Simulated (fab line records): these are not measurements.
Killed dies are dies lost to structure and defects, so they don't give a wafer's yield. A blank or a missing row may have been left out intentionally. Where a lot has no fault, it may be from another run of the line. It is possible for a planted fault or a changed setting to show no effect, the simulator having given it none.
Which tool did it? || flow gf180mcu || 12 lots with 36 wafers sampled at 4 steps, on a route of 602 steps

WHAT THE GAUGES SHOWED, per wafer
GF_HV_LDD_THK_MEAS_57.
{"lot": "L236", "measured": "day 12 22:44", "on": "filmMetro-01", "HV_LDD_CVD_56_THK (nm)": "87.8 87.7 87.0"}
{"lot": "L238", "measured": "day 13 07:53", "on": "filmMetro-04", "HV_LDD_CVD_56_THK (nm)": "89.6 89.8 90.1"}
{"lot": "L240", "measured": "day 14 04:05", "on": "filmMetro-02", "HV_LDD_CVD_56_THK (nm)": "88.8 89.4 89.8"}
{"lot": "L241", "measured": "day 14 13:30", "on": "filmMetro-04", "HV_LDD_CVD_56_THK (nm)": "89.0 89.4 88.7"}
{"lot": "L242", "measured": "day 14 18:08", "on": "filmMetro-04", "HV_LDD_CVD_56_THK (nm)": "90.1 89.5 89.2"}
{"lot": "L243", "measured": "day 15 10:02", "on": "filmMetro-01", "HV_LDD_CVD_56_THK (nm)": "90.4 90.6 91.2"}
{"lot": "L244", "measured": "day 15 16:38", "on": "filmMetro-04", "HV_LDD_CVD_56_THK (nm)": "90.4 91.0 91.0"}
{"lot": "L249", "measured": "day 17 21:20", "on": "filmMetro-01", "HV_LDD_CVD_56_THK (nm)": "85.5 82.0 80.0"}
{"lot": "L252", "measured": "day 18 10:46", "on": "filmMetro-01", "HV_LDD_CVD_56_THK (nm)": "82.4 84.0 85.0"}
{"lot": "L254", "measured": "day 19 06:47", "on": "filmMetro-01", "HV_LDD_CVD_56_THK (nm)": "91.0 90.9 90.4"}
{"lot": "L255", "measured": "day 19 15:29", "on": "filmMetro-01", "HV_LDD_CVD_56_THK (nm)": "90.4 90.7 90.8"}
{"lot": "L257", "measured": "day 20 05:04", "on": "filmMetro-02", "HV_LDD_CVD_56_THK (nm)": "91.3 91.4 91.9"}

GF_M1_CD_MEAS_14 targets a cd of 230 nm.
{"lot": "L236", "measured": "day 17 15:07", "on": "cdSem-01", "cdNm (nm)": "230.9 230.0 231.4"}
{"lot": "L238", "measured": "day 18 00:52", "on": "cdSem-01", "cdNm (nm)": "228.0 228.1 227.1"}
{"lot": "L240", "measured": "day 19 00:20", "on": "cdSem-01", "cdNm (nm)": "230.5 229.9 231.6"}
{"lot": "L241", "measured": "day 19 12:13", "on": "cdSem-02", "cdNm (nm)": "228.0 228.0 227.9"}
{"lot": "L242", "measured": "day 19 18:18", "on": "cdSem-02", "cdNm (nm)": "231.2 232.3 230.4"}
{"lot": "L243", "measured": "day 20 10:25", "on": "cdSem-02", "cdNm (nm)": "230.8 228.6 230.3"}
{"lot": "L244", "measured": "day 20 19:04", "on": "cdSem-01", "cdNm (nm)": "231.3 231.3 230.8"}
{"lot": "L249", "measured": "day 22 23:26", "on": "cdSem-01", "cdNm (nm)": "230.3 231.2 229.0"}
{"lot": "L252", "measured": "day 23 13:22", "on": "cdSem-02", "cdNm (nm)": "228.1 228.1 228.1"}
{"lot": "L254", "measured": "day 24 11:01", "on": "cdSem-01", "cdNm (nm)": "229.6 229.3 230.0"}
{"lot": "L255", "measured": "day 24 15:15", "on": "cdSem-01", "cdNm (nm)": "228.2 228.2 227.8"}
{"lot": "L257", "measured": "day 25 02:42", "on": "cdSem-02", "cdNm (nm)": "230.9 229.6 229.6"}

WHICH TOOL RAN EACH LOT (tool, then ch and the chambers of the sampled wafers, then the start)
{"lot": "L236", "GF_HV_LDD_CVD_56": "lpcvd-01 ch 0, day 12 21:18", "GF_HV_LDD_ETCHBACK_58": "rieDiel-02 ch 0,2,3, day 12 22:47"}
{"lot": "L238", "GF_HV_LDD_CVD_56": "lpcvd-02 ch 1, day 13 06:26", "GF_HV_LDD_ETCHBACK_58": "rieDiel-02 ch 0,1,2, day 13 07:56"}
{"lot": "L240", "GF_HV_LDD_CVD_56": "lpcvd-01 ch 0, day 14 02:38", "GF_HV_LDD_ETCHBACK_58": "rieDiel-03 ch 0,2,3, day 14 04:08"}
{"lot": "L241", "GF_HV_LDD_CVD_56": "lpcvd-01 ch 1, day 14 12:02", "GF_HV_LDD_ETCHBACK_58": "rieDiel-04 ch 0,1,3, day 14 13:32"}
{"lot": "L242", "GF_HV_LDD_CVD_56": "lpcvd-01 ch 1, day 14 16:43", "GF_HV_LDD_ETCHBACK_58": "rieDiel-04 ch 0,1,2, day 14 18:12"}
{"lot": "L243", "GF_HV_LDD_CVD_56": "lpcvd-02 ch 0, day 15 08:37", "GF_HV_LDD_ETCHBACK_58": "rieDiel-04 ch 1,3, day 15 10:05"}
{"lot": "L244", "GF_HV_LDD_CVD_56": "lpcvd-02 ch 1, day 15 15:10", "GF_HV_LDD_ETCHBACK_58": "rieDiel-03 ch 0,1,3, day 15 16:40"}
{"lot": "L249", "GF_HV_LDD_CVD_56": "lpcvd-01 ch 0, day 17 19:54", "GF_HV_LDD_ETCHBACK_58": "rieDiel-03 ch 0,1, day 17 21:23"}
{"lot": "L252", "GF_HV_LDD_CVD_56": "lpcvd-01 ch 0, day 18 09:20", "GF_HV_LDD_ETCHBACK_58": "rieDiel-04 ch 1,2,3, day 18 10:49"}
{"lot": "L254", "GF_HV_LDD_CVD_56": "lpcvd-02 ch 1, day 19 05:21", "GF_HV_LDD_ETCHBACK_58": "rieDiel-03 ch 0,1,2, day 19 06:50"}
{"lot": "L255", "GF_HV_LDD_CVD_56": "lpcvd-02 ch 1, day 19 14:03", "GF_HV_LDD_ETCHBACK_58": "rieDiel-02 ch 1,2, day 19 15:32"}
{"lot": "L257", "GF_HV_LDD_CVD_56": "lpcvd-02 ch 0, day 20 03:38", "GF_HV_LDD_ETCHBACK_58": "rieDiel-02 ch 0,2, day 20 05:07"}
- GF_HV_LDD_CVD_56: deposits Si3N4 from DCS/NH3, target thk 90 nm, time 1543 s.
- GF_HV_LDD_ETCHBACK_58: etches Si3N4 in CH3F/O2, stops on SiO2, time 100 s, target depth 90 nm.

WHAT THE TOOLS THEMSELVES READ (means of the sampled wafers that have a number; where no wafer has one, the mark that the record gives instead)
GF_HV_LDD_CVD_56.
{"lot": "L236", "tool": "lpcvd-01", "spikeTcCentreC (C)": 771.0, "zonePowerBottomPct (%)": 22.8, "zonePowerCentrePct (%)": 15.6, "zonePowerTopPct (%)": 26.8, "zonePowerUpperPct (%)": 15.3}
{"lot": "L238", "tool": "lpcvd-02", "spikeTcCentreC (C)": 772.3, "zonePowerBottomPct (%)": 21.3, "zonePowerCentrePct (%)": 13.9, "zonePowerTopPct (%)": 26.2, "zonePowerUpperPct (%)": 12.2}
{"lot": "L240", "tool": "lpcvd-01", "spikeTcCentreC (C)": 769.1, "zonePowerBottomPct (%)": 22.8, "zonePowerCentrePct (%)": 15.7, "zonePowerTopPct (%)": 27.0, "zonePowerUpperPct (%)": 15.2}
{"lot": "L241", "tool": "lpcvd-01", "spikeTcCentreC (C)": 770.7, "zonePowerBottomPct (%)": 16.9, "zonePowerCentrePct (%)": 13.9, "zonePowerTopPct (%)": 23.1, "zonePowerUpperPct (%)": 12.7}
{"lot": "L242", "tool": "lpcvd-01", "spikeTcCentreC (C)": 770.7, "zonePowerBottomPct (%)": 16.8, "zonePowerCentrePct (%)": 13.7, "zonePowerTopPct (%)": 23.1, "zonePowerUpperPct (%)": 12.7}
{"lot": "L243", "tool": "lpcvd-02", "spikeTcCentreC (C)": 773.0, "zonePowerBottomPct (%)": 19.2, "zonePowerCentrePct (%)": 14.1, "zonePowerTopPct (%)": 28.8, "zonePowerUpperPct (%)": 12.2}
{"lot": "L244", "tool": "lpcvd-02", "spikeTcCentreC (C)": 773.0, "zonePowerBottomPct (%)": 21.5, "zonePowerCentrePct (%)": 13.8, "zonePowerTopPct (%)": 26.0, "zonePowerUpperPct (%)": 12.3}
{"lot": "L249", "tool": "lpcvd-01", "spikeTcCentreC (C)": 749.5, "zonePowerBottomPct (%)": 22.7, "zonePowerCentrePct (%)": 9.5, "zonePowerTopPct (%)": 26.5, "zonePowerUpperPct (%)": 18.3}
{"lot": "L252", "tool": "lpcvd-01", "spikeTcCentreC (C)": 749.2, "zonePowerBottomPct (%)": 22.5, "zonePowerCentrePct (%)": 9.5, "zonePowerTopPct (%)": 26.3, "zonePowerUpperPct (%)": 18.4}
{"lot": "L254", "tool": "lpcvd-02", "spikeTcCentreC (C)": 773.7, "zonePowerBottomPct (%)": 21.6, "zonePowerCentrePct (%)": 13.7, "zonePowerTopPct (%)": 26.1, "zonePowerUpperPct (%)": 12.2}
{"lot": "L255", "tool": "lpcvd-02", "spikeTcCentreC (C)": 774.1, "zonePowerBottomPct (%)": 21.4, "zonePowerCentrePct (%)": 13.8, "zonePowerTopPct (%)": 26.7, "zonePowerUpperPct (%)": 12.2}
{"lot": "L257", "tool": "lpcvd-02", "spikeTcCentreC (C)": 772.1, "zonePowerBottomPct (%)": 19.3, "zonePowerCentrePct (%)": 14.0, "zonePowerTopPct (%)": 28.6, "zonePowerUpperPct (%)": 12.0}

GF_HV_LDD_ETCHBACK_58.
{"lot": "L236", "tool": "rieDiel-02", "O2_flow_sccm (sccm)": 29.93, "biasW (W)": 80.00, "drypumpMotorCurrentA (A)": 6.4, "oesProductAu (a.u.)": 0.830, "throttleValvePct (%)": 10.559}
{"lot": "L238", "tool": "rieDiel-02", "O2_flow_sccm (sccm)": 29.96, "biasW (W)": 80.38, "drypumpMotorCurrentA (A)": 6.1, "oesProductAu (a.u.)": 0.843, "throttleValvePct (%)": 10.556}
{"lot": "L240", "tool": "rieDiel-03", "O2_flow_sccm (sccm)": 30.04, "biasW (W)": 80.06, "drypumpMotorCurrentA (A)": 5.9, "oesProductAu (a.u.)": 0.837, "throttleValvePct (%)": 10.566}
{"lot": "L241", "tool": "rieDiel-04", "O2_flow_sccm (sccm)": 30.03, "biasW (W)": 80.13, "drypumpMotorCurrentA (A)": 6.0, "oesProductAu (a.u.)": 0.837, "throttleValvePct (%)": 10.563}
{"lot": "L242", "tool": "rieDiel-04", "O2_flow_sccm (sccm)": 30.04, "biasW (W)": 80.23, "drypumpMotorCurrentA (A)": 5.9, "oesProductAu (a.u.)": 0.839, "throttleValvePct (%)": 10.558}
{"lot": "L243", "tool": "rieDiel-04", "O2_flow_sccm (sccm)": 29.94, "biasW (W)": 80.03, "drypumpMotorCurrentA (A)": 6.4, "oesProductAu (a.u.)": 0.843, "throttleValvePct (%)": 10.565}
{"lot": "L244", "tool": "rieDiel-03", "O2_flow_sccm (sccm)": 30.07, "biasW (W)": 79.98, "drypumpMotorCurrentA (A)": 5.7, "oesProductAu (a.u.)": 0.852, "throttleValvePct (%)": 10.570}
{"lot": "L249", "tool": "rieDiel-03", "O2_flow_sccm (sccm)": 30.05, "biasW (W)": 80.01, "drypumpMotorCurrentA (A)": 5.7, "oesProductAu (a.u.)": 0.808, "throttleValvePct (%)": 10.558}
{"lot": "L252", "tool": "rieDiel-04", "O2_flow_sccm (sccm)": 29.98, "biasW (W)": 79.68, "drypumpMotorCurrentA (A)": 6.3, "oesProductAu (a.u.)": 0.813, "throttleValvePct (%)": 10.558}
{"lot": "L254", "tool": "rieDiel-03", "O2_flow_sccm (sccm)": 30.02, "biasW (W)": 79.98, "drypumpMotorCurrentA (A)": 5.9, "oesProductAu (a.u.)": 0.847, "throttleValvePct (%)": 10.554}
{"lot": "L255", "tool": "rieDiel-02", "O2_flow_sccm (sccm)": 30.00, "biasW (W)": 80.02, "drypumpMotorCurrentA (A)": 5.8, "oesProductAu (a.u.)": 0.842, "throttleValvePct (%)": 10.562}
{"lot": "L257", "tool": "rieDiel-02", "O2_flow_sccm (sccm)": 29.99, "biasW (W)": 80.22, "drypumpMotorCurrentA (A)": 6.4, "oesProductAu (a.u.)": 0.852, "throttleValvePct (%)": 10.563}

THE ANSWER, worked out from the rows above alone
Rule: the usual values come from the lots themselves. Put in order of their means at a reading, lots are off if they are a third of the lots or fewer, leave a main group of 4 or more, and stand apart from it by a gap of 3 or more times the standard deviation of the main group's means; of several such gaps the widest counts. The tables above print the reading to a certain number of digits; a main group whose means all agree to those digits is not used. Also off: a lot with no number at a reading for which 4 or more lots have one. Any other lot the step has rows for is counted as sound. The gauges are gone through in route order, then the tools' own readings, and for those a lot's mean is taken as printed above. The first step at which some lot is off is used, and at that step the reading that is off furthest; a lot without a number counts as furthest.
Off: L249, L252, seen at GF_HV_LDD_THK_MEAS_57 (HV_LDD_CVD_56_THK). The main group has a mean of 90.0 nm with a standard deviation of 1.1.
If a tool, at a process step before that reading, ran all the lots that are off and no sound lot after the first of them, it fits. Not tried: the gauges at GF_HV_LDD_THK_MEAS_57; whatever is off there is also off at GF_HV_LDD_CVD_56, on other tools, and gauge error can't account for it. One fits: lpcvd-01 at GF_HV_LDD_CVD_56. Its last sound lot is L242 (day 14 16:43), its first lot that is off L249 (day 17 19:54): a fault that began between those two fits.
The tool's own readings at GF_HV_LDD_CVD_56 bear it out: on the lots that are off they differ by more than 5 times the standard deviation of the sound lots' means. spikeTcCentreC reads 749.4 C there against 772.0 C on the sound lots; zonePowerCentrePct reads 9.5 % there against 14.2 % on the sound lots.

WHAT THE SIMULATOR HAD INSERTED
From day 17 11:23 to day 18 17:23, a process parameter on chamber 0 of lpcvd-01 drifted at GF_HV_LDD_CVD_56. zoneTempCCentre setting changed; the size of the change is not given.
Lots struck among those shown: L249, L252. The same result came from the rule above.
